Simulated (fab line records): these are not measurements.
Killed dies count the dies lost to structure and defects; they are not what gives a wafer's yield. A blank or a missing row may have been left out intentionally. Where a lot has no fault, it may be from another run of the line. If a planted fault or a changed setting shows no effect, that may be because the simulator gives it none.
A lot that was struck, set against a sound lot -- flow sky130 -- 16 steps out of a route of 708
Sound: the wafers L825.1, L825.2, L825.3. Struck: wafer L834.5 (left out: L834.2, a lot-mate that was not struck); the cause follows at the end.
At each step with rows: each side's tool, then ch and its chambers, then its first start. Under that, the readings that differ: sound wafers -- struck wafers -- difference of the means -- sigmas: that difference in standard deviations of wafers without a fault.
alike: a reading whose means differ by less than 2 such deviations, as well as words and numbers matching on both sides. not compared: withheld readings; readings where some wafer has no value; bounds like >300 that might hide an equal value; numbers whose values overlap and for which the record gives no deviation.
Wherever a step has rows on one side only, a row that says differs or no value, or a row with sigmas, the two part there. Non-overlapping numbers with no deviation appear without sigmas and do not part them. Lack of a reading on every wafer of one side parts them only where that side has two or more wafers.

first, 2 steps without rows for these wafers: SKY_VT_ADJUST_LVTN_PEB_16; SKY_VT_ADJUST_LVTN_DEVELOP_17 (develop time 60 s).
SKY_VT_ADJUST_LVTN_OVL_MEAS_18:
  struck on overlay-02, day 10 10:22; sound on overlay-02, day 7 22:05
reading,sound,struck,difference,sigmas
VT_ADJUST_LVTN_01_OVL (nm),-3.4 -3.2 -3.1,0.3,+3.5,+2
after that, 1 step had no rows for these wafers: SKY_VT_ADJUST_LVTN_IMPLANT_19.
SKY_VT_ADJUST_LVTN_STRIP_20: strips in O2/N2.
  sound on plasma_asher-02 ch 0,1, day 7 22:16; struck on plasma_asher-01 ch 1, day 10 10:33
  alike: drypump_motor_current_A, oes_product_au, strip_time_to_endpoint_s
  not compared: rf_hours_counter_h
SKY_VT_ADJUST_LVTN_TW_MEAS_21:
  struck on film_metro-04, day 10 10:40; sound on film_metro-04, day 7 22:22
  alike: VT_ADJUST_LVTN_2_TW
then, 6 steps without rows for these wafers: SKY_VT_ADJUST_NCORE_DEHYDRATE_00 (time 60 s); SKY_VT_ADJUST_NCORE_HMDS_01 (prime time 60 s); SKY_VT_ADJUST_NCORE_COAT_02 (resist thk 1140 nm); SKY_VT_ADJUST_NCORE_SOFTBAKE_03 (time 60 s); SKY_VT_ADJUST_NCORE_EXPOSE_04 (exposes mask LVTN COMPLEMENT THIN, target cd 380 nm); SKY_VT_ADJUST_NCORE_PEB_05.
SKY_VT_ADJUST_NCORE_DEVELOP_06: develop time 60 s.
  sound on litho_track-03 ch 0, day 8 19:37; struck on litho_track-01 ch 0, day 11 09:32
SKY_VT_ADJUST_NCORE_CD_MEAS_07 targets a cd of 380 nm.
  struck on cd_sem-02, day 11 09:41; sound on cd_sem-01, day 8 19:46
reading,sound,struck,difference,sigmas
cd_nm (nm),377.7 378.6 377.4,308.3,-69.6,-26
SKY_VT_ADJUST_NCORE_OVL_MEAS_08:
  struck on overlay-02, day 11 09:47; sound on overlay-02, day 8 19:53
  alike: VT_ADJUST_NCORE_OVL
after that, 1 step had no rows for these wafers: SKY_PAD_OPEN_PROBE_99.

## WHERE THEY PART
At SKY_VT_ADJUST_LVTN_OVL_MEAS_18 first; at SKY_VT_ADJUST_NCORE_CD_MEAS_07 last (within this record only). Later steps at which nothing parts them and some readings are alike: SKY_VT_ADJUST_NCORE_OVL_MEAS_08.

WHY: what had been put in by the simulator
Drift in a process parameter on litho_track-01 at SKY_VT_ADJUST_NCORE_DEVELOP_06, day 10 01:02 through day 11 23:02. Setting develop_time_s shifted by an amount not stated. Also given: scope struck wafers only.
